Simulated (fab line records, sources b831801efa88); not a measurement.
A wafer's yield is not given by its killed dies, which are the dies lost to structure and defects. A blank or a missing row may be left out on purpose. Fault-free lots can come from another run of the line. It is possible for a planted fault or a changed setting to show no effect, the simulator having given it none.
Code-filled problem report in 8D (eight disciplines) form + flow sky130 + the parts of the form that need people (team, actions taken, sign-off) are left out

1. THE PROBLEM
Mean of strip_time_to_endpoint_s at SKY_GATE_OXIDE_STRIP_13: 7.44 s across 3 wafers in 2 lots; on wafers with no fault it is 14.17 s (standard deviation 0.049). So: -99 or more standard deviations from the usual mean.
The step: strips in O2/N2.
Earliest sighting: wafer L725.6 on plasma_asher-04 at day 18 21:03. Wafers with a number at this step in the record: 36, from 12 lots. Rule for "out" (also "out of limits"): further than 4 standard deviations from the usual mean. The other wafers with a number count as sound.

2. WHAT IT IS, AND WHAT IT ISN'T
| question                    | is                                       | is not                                                                                 |
|-----------------------------|------------------------------------------|----------------------------------------------------------------------------------------|
| which readings at this step | strip_time_to_endpoint_s, oes_product_au | drypump_motor_current_A                                                                |
| which lots                  | L725, L727                               | L712, L713, L715, L717, L719, L721, L722, L729, L732, L734                             |
| which wafers of those lots  | L725.6, L727.4, L727.6                   | L725.1, L725.2, L727.5                                                                 |
| read on which tools         | plasma_asher-04                          | plasma_asher-01, plasma_asher-02                                                       |
| when                        | from day 18 21:03                        | up to then (23 sound wafers); but 10 sound wafers of L727, L729, L732, L734 came after |

3. THE SUSPECTS, EACH WITH WHAT RULES IT OUT
Counting: if a tool at a process step up to the reading ran every lot that is out, it stays a suspect. Sound lots after the first of them don't rule it out here, since some wafers of a struck lot are sound.
- litho_track-01 at SKY_GATE_OXIDE_COAT_05 (resist thk 1140 nm): kept. Every lot that is out went through it, the first being L725 (day 18 05:23); the last sound lot it ran before that was L715 (day 14 17:10).
- plasma_asher-04 at SKY_GATE_OXIDE_STRIP_13 (strips in O2/N2): kept. Every lot that is out went through it, the first being L725 (day 18 21:03); the last sound lot it ran before that was L722 (day 17 16:03). Its own oes_product_au, strip_time_to_endpoint_s readings are out on those wafers.
What counting leaves: litho_track-01 at SKY_GATE_OXIDE_COAT_05 and plasma_asher-04 at SKY_GATE_OXIDE_STRIP_13.

4. THE CAUSE (what the simulator had put in)
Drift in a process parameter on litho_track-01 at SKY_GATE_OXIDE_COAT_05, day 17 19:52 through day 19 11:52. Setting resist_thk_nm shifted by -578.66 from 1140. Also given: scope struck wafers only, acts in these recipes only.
2 suspects survive the count, and this tool is in that group.

5. SEQUENCE OF EFFECTS, ordered by route
Each row: a reading where the mean over the struck wafers with a number is more than 3 standard deviations away from the usual. Scope: only readings with a usual standard deviation given in the record; hours: median across lots of the time from each lot's start at the first step in this table that gives one to its start at this step; sigmas: change in usual standard deviations.
| hours | step                    | reading                  | usual      | on struck wafers | change | sigmas      |
|-------|-------------------------|--------------------------|------------|------------------|--------|-------------|
| 0     | SKY_GATE_OXIDE_STRIP_13 | oes_product_au           | 0.716 a.u. | 0.543            | -0.173 | -38         |
| 0     | SKY_GATE_OXIDE_STRIP_13 | strip_time_to_endpoint_s | 14.17 s    | 7.44             | -6.73  | -99 or more |
Here are the process steps it includes:
- SKY_GATE_OXIDE_STRIP_13: strips in O2/N2.

6. WHAT WOULD HAVE CAUGHT IT SOONER
First out-of-limits reading in this record: day 18 21:03, which is 25 hours after fault onset at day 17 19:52.
Lots out: 2; of these, L727 started SKY_GATE_OXIDE_COAT_05 on litho_track-01 after day 18 21:03. Had the tool been put on hold then, it would have been spared.
